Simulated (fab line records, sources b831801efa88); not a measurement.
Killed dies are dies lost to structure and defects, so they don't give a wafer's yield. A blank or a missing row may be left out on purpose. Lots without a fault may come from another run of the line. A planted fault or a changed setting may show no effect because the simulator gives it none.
fab line records | flow sky130
record lots=11 wafers=33 last_day=50
route steps=708 shown METAL1@449 VIA1@472 PAD_OPEN@708
lots that met no fault: from a run of the same line without faults
start_h: hours from the record's first day to the start of the lot's first wafer shown | wait_h: hours since the lot's step before | " the same as in the row above | L1.1+2: a row that stands for several wafers | - no value, or no start given | * or withheld: withheld | < > ~ a bound
route shown NAME@n: a module of which the file shows steps, and the number in the route of the first | usual: mean/standard deviation of fault-free wafers | same: alike in all rows | chamber/n: place in a boat | sites: the reading at each site | _std_site: their standard deviation | _edge_site: outer sites' mean less inner sites' | radius_mm: how far each site lies from the wafer's centre | mask NAME#n: copy n | behind: the tool/chamber that last shaped the wafer | hold: why the lot was held/for how many hours/how that ended | device: the transistor (n, p or np) that didn't switch | end of line: the same wafers' tests at the end of the route | a step without rows: its recipe alone | killed: dies lost to structure and defects at the first sort, not the wafer's yield | map: a wafer's dies, x killed, . not, _ none there
set.NAME: the setting as run; set.NAME@STEP: as run at that earlier step | model.NAME: the simulator's own value behind a step, which no gauge read
steps of the route over a sample of lots; a table a step, a row a wafer
services: from which hour (start_h, from the record's first day; less than 0 if before it) a tool's chamber was out of use, for how many hours, and why
## steps
# step SKY_METAL1_CD_MEAS_15
# recipe target_cd_nm=140
# usual cd_nm=139.5/1.6
# columns lot.wafer tool chamber start_h wait_h cd_nm
L945.1 cd_sem-02 - 759.99 - 142.5
L945.2 " - " " 141.5
L945.5 " - " " 142.0
L946.1 cd_sem-01 - 762.26 - 142.1
L946.4 " - " " 140.4
L946.5 " - " " 141.7
L951.1 cd_sem-01 - 820.85 - 142.4
L951.4 " - " " 142.2
L951.5 " - " " 140.6
L954.1 cd_sem-02 - 829.54 - 136.3
L954.5 " - " " 135.2
L954.6 " - " " 136.5
L956.1 cd_sem-02 - 851.81 - 140.6
L956.3 " - " " 141.2
L956.4 " - " " 140.9
L957.1 cd_sem-02 - 856.57 - 143.6
L957.2 " - " " 141.3
L957.6 " - " " 140.2
L961.2 cd_sem-01 - 890.57 - 139.6
L961.3 " - " " 138.7
L961.4 " - " " 138.8
L963.2 cd_sem-02 - 908.58 - 138.3
L963.5 " - " " 136.5
L963.6 " - " " 138.5
L964.2 cd_sem-02 - 914.22 - 138.6
L964.3 " - " " 137.4
L964.5 " - " " 139.2
L967.1 cd_sem-02 - 929.35 - 138.6
L967.3 " - " " 138.9
L967.6 " - " " 137.2
L968.1 cd_sem-01 - 933.71 - 139.9
L968.2 " - " " 139.6
L968.4 " - " " 139.8
# step SKY_METAL1_OVL_MEAS_16
# usual METAL1_OVL=0/6.2
# columns lot.wafer tool chamber start_h wait_h METAL1_OVL[nm]
L945.1 overlay-02 - 760.11 0.1 5
L945.2 " - " " -3
L945.5 " - " " 3
L946.1 overlay-01 - 762.38 0.1 -13
L946.4 " - " " -7
L946.5 " - " " -4
L951.1 overlay-01 - 820.97 0.1 8
L951.4 " - " " -1
L951.5 " - " " 7
L954.1 overlay-01 - 829.66 0.1 11
L954.5 " - " " 3
L954.6 " - " " 4
L956.1 overlay-01 - 851.93 0.1 6
L956.3 " - " " 6
L956.4 " - " " 4
L957.1 overlay-02 - 856.69 0.1 8
L957.2 " - " " 14
L957.6 " - " " 18
L961.2 overlay-01 - 890.67 0.1 0
L961.3 " - " " 4
L961.4 " - " " -2
L963.2 overlay-01 - 908.69 0.1 -11
L963.5 " - " " -5
L963.6 " - " " -5
L964.2 overlay-01 - 914.32 0.1 -4
L964.3 " - " " 0
L964.5 " - " " -2
L967.1 overlay-01 - 929.47 0.1 4
L967.3 " - " " 2
L967.6 " - " " 6
L968.1 overlay-01 - 933.83 0.1 -4
L968.2 " - " " -6
L968.4 " - " " -6
# step SKY_VIA1_ETCH_14
# recipe chemistry=N2/H2 target=BARC ion_energy_ev=200 source_w=500 bias_w=100 pressure_mtorr=30 n2_flow_sccm=100 h2_flow_sccm=200 stop_on=SiO2 time_s=45.9 target_depth_a=600
# usual bias_w=100.01/0.3 drypump_motor_current_A=5.88/0.3 oes_product_au=0.854/0.005 rf_fwd_power_W=495.8/1.7 throttle_valve_pct=13.225/0.0085
# same time_s=45.9
# columns lot.wafer tool chamber start_h wait_h bias_w drypump_motor_current_A oes_product_au rf_fwd_power_W rf_hours_counter_h throttle_valve_pct
L945.1 rie_diel-04 2 788.85 0.0 100.41 5.35 0.851 494.2 17 13.216
L945.2 " 3 " " 99.73 5.62 0.850 495.8 6 13.223
L945.5 " 1 " " 100.50 6.18 0.850 496.1 - 13.219
L946.1 rie_diel-02 0 791.06 0.0 99.99 5.47 0.857 494.2 7 13.231
L946.4 " 3 " " 100.22 6.04 0.858 497.4 - 13.227
L946.5 " 0 " " 100.71 5.45 0.859 497.4 - 13.216
L951.1 rie_diel-01 1 848.74 0.0 99.77 6.24 0.851 495.9 12 13.220
L951.4 " 0 " " 100.21 5.61 0.845 494.2 - 13.221
L951.5 " 3 " " 100.71 6.00 0.851 495.7 - 13.226
L954.1 rie_diel-02 3 856.79 0.0 100.32 6.03 0.851 497.0 22 13.219
L954.5 " 0 " " 99.93 5.47 0.853 495.7 - 13.227
L954.6 " 3 " " 99.47 6.02 0.857 497.2 - 13.220
L956.1 rie_diel-01 3 879.79 0.0 100.32 5.99 0.856 496.9 19 13.235
L956.3 " 0 " " 100.34 5.60 0.862 497.3 12 13.225
L956.4 " 1 " " 100.14 6.22 0.855 574.2 13 13.237
L957.1 rie_diel-04 2 883.84 0.0 100.09 5.38 0.853 495.7 19 13.222
L957.2 " 3 " " 99.68 5.63 0.860 493.5 8 13.239
L957.6 " 0 " " 99.95 6.14 0.855 495.5 - 13.211
L961.2 rie_diel-01 0 917.24 0.0 99.95 5.60 0.851 496.6 13 13.224
L961.3 " 3 " " 99.84 6.04 0.852 496.2 20 13.217
L961.4 " 1 " " 100.26 6.23 0.845 575.6 14 13.233
L963.2 rie_diel-02 1 935.10 0.0 99.90 5.74 0.852 495.9 16 13.216
L963.5 " 1 " " 99.92 5.73 0.861 494.7 - 13.229
L963.6 " 2 " " 100.29 6.19 0.851 496.1 - 13.228
L964.2 rie_diel-02 0 940.94 0.0 100.42 5.45 0.856 498.9 11 13.231
L964.3 " 1 " " 99.85 5.73 0.858 493.4 16 13.243
L964.5 " 2 " " 100.08 6.15 0.857 494.7 - 13.222
L967.1 rie_diel-04 0 955.55 0.0 100.10 6.15 0.849 493.9 4 13.225
L967.3 " 1 " " 100.23 6.20 0.849 497.3 6 13.215
L967.6 " 0 " " 99.82 6.15 0.851 494.9 - 13.238
L968.1 rie_diel-04 0 959.29 0.0 100.15 6.15 0.855 498.2 4 13.228
L968.2 " 1 " " 99.87 6.17 0.858 495.0 6 13.231
L968.4 " 3 " " 100.56 5.64 0.847 495.8 11 13.215
# step SKY_VIA1_STRIP_16
# recipe chemistry=O2/N2 power_w=1400 pressure_mtorr=1500 platen_temp_c=withheld o2_flow_sccm=3000 n2_flow_sccm=300 overash_fraction=0.5
# usual drypump_motor_current_A=5.6/0.33 oes_product_au=0.415/0.0047 strip_time_to_endpoint_s=4.443/0.027
# columns lot.wafer tool chamber start_h wait_h drypump_motor_current_A oes_product_au rf_hours_counter_h strip_time_to_endpoint_s
L945.1 plasma_asher-01 0 788.94 0.0 5.8 0.409 66 4.416
L945.2 " 1 " " 5.6 0.420 66 4.436
L945.5 " 0 " " 5.8 0.406 - 4.430
L946.1 plasma_asher-02 1 791.15 0.0 5.5 0.422 98 4.447
L946.4 " 0 " " 5.7 0.421 - 4.451
L946.5 " 0 " " 5.7 0.423 - 4.442
L951.1 plasma_asher-01 0 848.83 0.0 5.8 0.421 72 4.437
L951.4 " 0 " " 5.8 0.423 - 4.434
L951.5 " 0 " " 5.8 0.411 - 4.442
L954.1 plasma_asher-02 1 856.88 0.0 5.5 0.413 105 4.485
L954.5 " 1 " " 5.4 0.418 - 4.458
L954.6 " 0 " " 5.7 0.422 - 4.505
L956.1 plasma_asher-03 0 879.88 0.0 6.5 0.413 45 4.461
L956.3 " 1 " " 5.0 0.414 - 4.440
L956.4 " 0 " " 6.5 0.412 - 4.388
L957.1 plasma_asher-03 1 883.93 0.0 5.0 0.410 46 4.469
L957.2 " 0 " " 6.5 0.420 46 4.442
L957.6 " 0 " " 6.5 0.422 - 4.460
L961.2 plasma_asher-02 0 917.33 0.0 5.7 0.410 110 4.417
L961.3 " 1 " " 5.5 0.419 - 4.427
L961.4 " 0 " " 5.7 0.415 - 4.348
L963.2 plasma_asher-03 0 935.19 0.0 6.5 0.422 51 4.482
L963.5 " 0 " " 6.5 0.413 - 4.464
L963.6 " 1 " " 5.0 0.418 - 4.459
L964.2 plasma_asher-02 1 941.03 0.0 5.5 0.414 113 4.453
L964.3 " 0 " " 5.7 0.411 - 4.421
L964.5 " 1 " " 5.5 0.419 - 4.436
L967.1 plasma_asher-01 0 955.64 0.0 5.8 0.405 82 4.393
L967.3 " 1 " " 5.5 0.410 - 4.438
L967.6 " 0 " " 5.8 0.421 - 4.401
L968.1 plasma_asher-02 0 959.38 0.0 5.7 0.414 115 4.405
L968.2 " 1 " " 5.5 0.411 115 4.448
L968.4 " 0 " " 5.7 0.409 - 4.426
# step SKY_VIA1_CVD_21
# recipe material=W target_thk_nm=270 time_s=80.902 temp_c=400 pressure_torr=40
# usual heater_power_w=871/52
# same time_s=80.902
# columns lot.wafer tool chamber start_h wait_h heater_power_w
L945.1 cvd_w-02 1 789.59 0.0 898
L945.2 " 0 " " 810
L945.5 " 0 " " 818
L946.1 cvd_w-02 0 792.29 0.0 807
L946.4 " 1 " " 890
L946.5 " 0 " " 801
L951.1 cvd_w-01 0 849.49 0.0 912
L951.4 " 0 " " 929
L951.5 " 0 " " 920
L954.1 cvd_w-02 0 857.53 0.0 831
L954.5 " 1 " " 880
L954.6 " 0 " " 825
L956.1 cvd_w-02 1 880.57 0.0 894
L956.3 " 1 " " 911
L956.4 " 0 " " 826
L957.1 cvd_w-01 0 884.59 0.0 948
L957.2 " 1 " " 869
L957.6 " 1 " " 873
L961.2 cvd_w-02 1 918.08 0.0 879
L961.3 " 0 " " 734
L961.4 " 1 " " 885
L963.2 cvd_w-02 1 935.88 0.0 877
L963.5 " 0 " " 764
L963.6 " 1 " " 878
L964.2 cvd_w-02 1 941.69 0.0 889
L964.3 " 0 " " 733
L964.5 " 0 " " 734
L967.1 cvd_w-01 1 956.30 0.0 864
L967.3 " 1 " " 897
L967.6 " 0 " " 909
L968.1 cvd_w-01 1 960.07 0.0 908
L968.2 " 0 " " 927
L968.4 " 1 " " 890
# step SKY_PAD_OPEN_PROBE_99
# usual defect_limited_yield=82.2/1.9 killed_at_M0_to_M3=44/6.9 killed_at_M4_up=3.3/1.8 killed_at_contacts=24/5 killed_at_front_end=16/4.6 killed_at_other=0.2/0.42 killed_dies=88/9.2 killed_open=48/7.3 killed_short=40/6.5 sort_bin_3_pad_short=0.9/0.43 sort_bin_5_function=10.6/1.5 sort_bin_6_memory=6.4/1.1 sort_n_pass=404/9.2 sort_yield_pct=82.2/1.9
# same gross_dies=492 killed_at_back_side=0 sort_bin_4_leakage[%]=0 sort_bin_8_speed[%]=0
# columns lot.wafer tool chamber start_h wait_h defect_limited_yield[%] killed_at_M0_to_M3 killed_at_M4_up killed_at_contacts killed_at_front_end killed_at_other killed_dies killed_open killed_short sort_bin_3_pad_short[%] sort_bin_5_function[%] sort_bin_6_memory[%] sort_n_pass sort_yield_pct[%]
L946.1 prober-02 - 1074.86 0.1 85.6 36 4 16 15 0 71 33 38 0.6 7.7 6.1 421 85.6
L946.4 prober-02 - 1075.01 0.2 81.1 44 4 19 26 0 93 51 42 0.6 10.4 7.9 399 81.1
L946.5 prober-02 - 1075.06 0.2 83.7 33 3 25 19 0 80 45 35 0.6 9.3 6.3 412 83.7
L951.1 prober-01 - 1120.61 0.1 81.1 51 2 30 10 0 93 54 39 0.6 9.3 8.9 399 81.1
L951.4 prober-01 - 1120.76 0.2 84.6 42 3 24 7 0 76 43 33 0.8 8.3 6.3 416 84.6
L951.5 prober-01 - 1120.81 0.2 85.6 32 3 23 12 1 71 38 33 1.0 8.5 4.9 421 85.6
L961.2 prober-01 - 1170.22 0.1 82.7 41 2 26 16 0 85 42 43 0.8 10.0 6.5 407 82.7
L961.3 prober-01 - 1170.27 0.2 80.5 51 3 29 12 1 96 57 38 0.6 10.6 8.3 396 80.5
L961.4 prober-01 - 1170.32 0.2 80.9 49 4 29 11 1 94 53 41 0.4 12.6 6.1 398 80.9
L963.2 prober-02 - 1181.05 0.1 80.9 48 3 25 18 0 94 60 34 0.6 11.8 6.7 398 80.9
L963.5 prober-02 - 1181.20 0.2 83.1 33 4 22 24 0 83 41 42 0.8 10.8 5.3 409 83.1
L963.6 prober-02 - 1181.25 0.2 83.5 47 5 17 12 0 81 48 32 1.6 8.7 6.1 411 83.5
L967.1 prober-01 - 1195.83 0.1 79.5 55 2 25 19 0 101 58 43 0.4 13.0 7.1 391 79.5
L967.3 prober-01 - 1195.93 0.2 82.7 51 3 22 9 0 85 48 37 1.0 10.2 6.1 407 82.7
L967.6 prober-01 - 1196.08 0.2 79.5 51 1 27 22 0 101 58 42 0.6 13.6 6.3 391 79.5
# killed by level:class
L946.1 VIA3:geometric_particle:open=10 VIA1:geometric_particle:short=7 LOCAL_INTERCONNECT:geometric_particle:short=6 VIA1:geometric_particle:open=6 METAL1:geometric_particle:short=5 FIELD_ISO:geometric_particle:short=4 POLY_GATE:geometric_particle:open=4 FIELD_ISO:geometric_particle:open=3
L946.4 VIA1:geometric_particle:open=10 LI_CONTACT:geometric_particle:open=7 VIA3:geometric_particle:open=7 FIELD_ISO:geometric_particle:short=6 POLY_GATE:geometric_particle:open=6 VIA2:geometric_particle:open=6 POLY_GATE:geometric_particle:short=5 CONTACT:geometric_particle:open=5
L946.5 LI_CONTACT:geometric_particle:open=9 CONTACT:geometric_particle:open=8 VIA3:geometric_particle:open=7 FIELD_ISO:geometric_particle:open=6 VIA1:geometric_particle:open=6 VIA2:geometric_particle:open=5 FIELD_ISO:geometric_particle:short=4 POLY_GATE:geometric_particle:short=4
L951.1 VIA1:geometric_particle:open=13 CONTACT:geometric_particle:open=12 VIA2:geometric_particle:open=11 LI_CONTACT:geometric_particle:open=7 METAL2:geometric_particle:short=7 VIA3:geometric_particle:open=6 FIELD_ISO:geometric_particle:short=4 CONTACT:geometric_particle:short=4
L951.4 VIA1:geometric_particle:open=13 CONTACT:geometric_particle:open=9 LI_CONTACT:geometric_particle:open=5 VIA3:geometric_particle:open=5 VIA2:geometric_particle:open=5 VIA2:geometric_particle:short=5 METAL1:geometric_particle:short=4 LOCAL_INTERCONNECT:geometric_particle:short=4
L951.5 LI_CONTACT:geometric_particle:open=8 VIA2:geometric_particle:open=8 VIA1:geometric_particle:open=7 LI_CONTACT:geometric_particle:short=5 CONTACT:geometric_particle:open=5 FIELD_ISO:geometric_particle:open=4 LOCAL_INTERCONNECT:geometric_particle:short=4 METAL2:geometric_particle:short=4
L961.2 METAL1:geometric_particle:short=11 CONTACT:geometric_particle:open=9 VIA1:geometric_particle:open=9 VIA3:geometric_particle:open=5 FIELD_ISO:geometric_particle:short=4 FIELD_ISO:geometric_particle:open=4 LI_CONTACT:geometric_particle:open=4 LI_CONTACT:geometric_particle:short=4
L961.3 CONTACT:geometric_particle:open=13 VIA1:geometric_particle:open=10 VIA2:geometric_particle:open=10 LI_CONTACT:geometric_particle:open=7 LOCAL_INTERCONNECT:geometric_particle:short=5 METAL1:geometric_particle:short=5 VIA1:geometric_particle:short=5 METAL2:geometric_particle:short=5
L961.4 VIA1:geometric_particle:open=14 CONTACT:geometric_particle:open=8 LOCAL_INTERCONNECT:geometric_particle:short=7 LI_CONTACT:geometric_particle:open=7 METAL1:geometric_particle:short=7 VIA2:geometric_particle:open=7 VIA3:geometric_particle:open=5 METAL2:geometric_particle:short=5
L963.2 LI_CONTACT:geometric_particle:open=12 VIA1:geometric_particle:open=9 POLY_GATE:geometric_particle:short=7 VIA3:geometric_particle:open=7 METAL1:geometric_particle:short=6 CONTACT:geometric_particle:open=6 METAL3:geometric_particle:open=5 METAL2:geometric_particle:short=4
L963.5 VIA1:geometric_particle:open=7 POLY_GATE:geometric_particle:short=6 LI_CONTACT:geometric_particle:open=6 VIA2:geometric_particle:open=6 FIELD_ISO:geometric_particle:short=5 LOCAL_INTERCONNECT:geometric_particle:short=5 CONTACT:geometric_particle:open=5 METAL2:geometric_particle:short=5
L963.6 VIA1:geometric_particle:open=12 VIA2:geometric_particle:open=11 CONTACT:geometric_particle:open=9 VIA3:geometric_particle:open=7 METAL1:geometric_particle:short=5 METAL2:geometric_particle:short=5 FIELD_ISO:geometric_particle:short=4 METAL4:geometric_particle:short=3
L967.1 VIA1:geometric_particle:open=13 VIA2:geometric_particle:open=12 CONTACT:geometric_particle:short=8 CONTACT:geometric_particle:open=8 POLY_GATE:geometric_particle:open=7 VIA2:geometric_particle:short=7 LI_CONTACT:geometric_particle:open=6 VIA1:geometric_particle:short=6
L967.3 VIA3:geometric_particle:open=10 METAL2:geometric_particle:open=9 LI_CONTACT:geometric_particle:open=7 VIA2:geometric_particle:open=7 POLY_GATE:geometric_particle:short=6 CONTACT:geometric_particle:open=6 VIA1:geometric_particle:open=6 CONTACT:geometric_particle:short=5
L967.6 VIA1:geometric_particle:open=14 CONTACT:geometric_particle:open=12 VIA2:geometric_particle:open=11 POLY_GATE:geometric_particle:short=8 CONTACT:geometric_particle:short=8 METAL1:geometric_particle:short=8 POLY_GATE:geometric_particle:open=5 LI_CONTACT:geometric_particle:open=4
## services
# columns tool chamber start_h hours kind
cvd_w-01 - 780.59 0.9 repair
rie_diel-04 0 785.82 - clean
rie_diel-04 0 785.82 22.2 scheduled_down
rie_diel-04 0 785.82 22.2 vent_cycle
rie_diel-02 1 789.25 8.6 repair
plasma_asher-02 - 804.33 2.8 pm
rie_diel-04 - 807.14 4.0 pm
rie_diel-01 2 822.98 55.5 repair
cvd_w-01 1 828.44 9.1 repair
plasma_asher-03 - 846.78 0.9 repair
rie_diel-02 - 860.85 1.1 repair
rie_diel-01 - 887.10 0.4 repair
plasma_asher-02 - 889.13 4.6 repair
cvd_w-02 - 892.44 0.8 repair
cvd_w-02 - 904.00 14.0 pm
cvd_w-02 0 904.00 14.0 vent_cycle
cvd_w-02 1 904.00 14.0 vent_cycle
rie_diel-02 - 914.95 2.8 pm
cvd_w-02 0 918.00 - clean
cvd_w-02 1 918.00 - clean
plasma_asher-01 - 926.37 9.3 repair
rie_diel-02 - 946.93 28.1 pm
## key
first_sign step=SKY_VIA1_ETCH_14 reading=rf_fwd_power_W direction=up sigmas=47 usual=495.8 struck=574.9
effect step=SKY_VIA1_STRIP_16 reading=strip_time_to_endpoint_s direction=down sigmas=2.8 usual=* struck=*
met_at SKY_VIA1_ETCH_14
struck_lots L956,L961
struck_wafers L956.4,L961.4
not_acting_at SKY_METAL1_CD_MEAS_15,SKY_METAL1_OVL_MEAS_16,SKY_VIA1_CVD_21
onset_between 848.74 879.79
fault kind=process_parameter_drift tool=rie_diel-01 chamber=1 onset_h=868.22 steps=SKY_VIA1_ETCH_14 channel=source_w offset=80 shape=step end_h=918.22 acts_in=these_recipes_only stated=500
